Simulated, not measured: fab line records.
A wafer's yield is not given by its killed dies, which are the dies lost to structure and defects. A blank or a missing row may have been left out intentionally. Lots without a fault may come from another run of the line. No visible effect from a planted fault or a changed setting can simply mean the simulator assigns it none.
Which tool did it? -- flow gf180mcu -- 14 lots, 42 wafers sampled, at 2 steps of a route of 602

== WHAT THE GAUGES READ, wafer by wafer ==
GF_MVPSD_TW_MEAS_11.
lot,measured,on,MVPSD_TW
L785,day 5 01:40,film_metro-02,551 550 551
L786,day 5 07:00,film_metro-03,557 560 558
L787,day 5 11:46,film_metro-02,552 549 552
L788,day 5 18:16,film_metro-03,560 559 560
L792,day 6 17:17,film_metro-01,565 559 561
L793,day 6 23:51,film_metro-01,566 563 565
L798,day 8 08:12,film_metro-02,549 548 551
L799,day 8 12:16,film_metro-01,559 560 561
L800,day 8 19:30,film_metro-02,556 554 554
L801,day 9 03:07,film_metro-01,560 563 562
L802,day 9 08:32,film_metro-02,551 551 550
L804,day 9 18:48,film_metro-01,565 564 562
L806,day 10 06:06,film_metro-01,563 559 564
L808,day 10 20:22,film_metro-03,557 558 555

GF_HV_LDD_OVL_MEAS_47.
lot,measured,on,HV_LDD_03_OVL (nm)
L785,day 12 10:59,overlay-01,-0.5 0.6 -1.9
L786,day 12 15:02,overlay-01,-2.0 -1.7 -0.7
L787,day 12 22:41,overlay-02,-0.3 0.2 -0.8
L788,day 13 06:42,overlay-01,-3.7 -1.7 -3.3
L792,day 14 18:12,overlay-01,-2.8 -1.9 -2.5
L793,day 15 00:18,overlay-02,-3.5 -1.1 -1.2
L798,day 16 23:20,overlay-02,0.0 -2.4 -2.4
L799,day 17 02:35,overlay-01,-2.0 -0.6 -1.3
L800,day 17 14:15,overlay-01,-2.4 0.3 -1.1
L801,day 18 01:24,overlay-01,-1.5 -1.9 -2.0
L802,day 18 03:42,overlay-01,1.3 -0.9 -1.7
L804,day 18 17:48,overlay-02,-0.2 -0.6 -0.4
L806,day 19 09:29,overlay-02,-1.8 -0.6 -0.6
L808,day 20 04:36,overlay-02,-2.5 -2.3 -1.7

== TOOL THAT RAN EACH LOT (tool first, then ch and the chambers of the sampled wafers, then the start) ==
Before these readings, the record contains no process step.

== WHAT THE TOOLS THEMSELVES READ (means of the sampled wafers that have a number; where no wafer has one, the mark that the record gives instead) ==
The record holds no such reading with a usual standard deviation.

== THE ANSWER, worked out from the rows above alone ==
Rule: usual is defined by the lots themselves. The widest of any qualifying gaps counts: lots, ordered by their means at a reading, are off when they make up no more than a third of the lots, leave a main group of 4 or more, and stand apart from it by 3 or more times the standard deviation of that group's means. Not used: any main group whose means are identical at the precision the tables above print for the reading. A lot without any number at a reading at which 4 lots or more have one is off too. Any other lot the step has rows for is counted as sound. The gauges are gone through in route order, then the tools' own readings, and for those a lot's mean is taken as printed above. The first step at which some lot is off is used, and at that step the reading that is off furthest; a lot without a number counts as furthest.
Nothing can be told from this: no lot is off at any reading shown.

== WHAT WAS PUT IN BY THE SIMULATOR ==
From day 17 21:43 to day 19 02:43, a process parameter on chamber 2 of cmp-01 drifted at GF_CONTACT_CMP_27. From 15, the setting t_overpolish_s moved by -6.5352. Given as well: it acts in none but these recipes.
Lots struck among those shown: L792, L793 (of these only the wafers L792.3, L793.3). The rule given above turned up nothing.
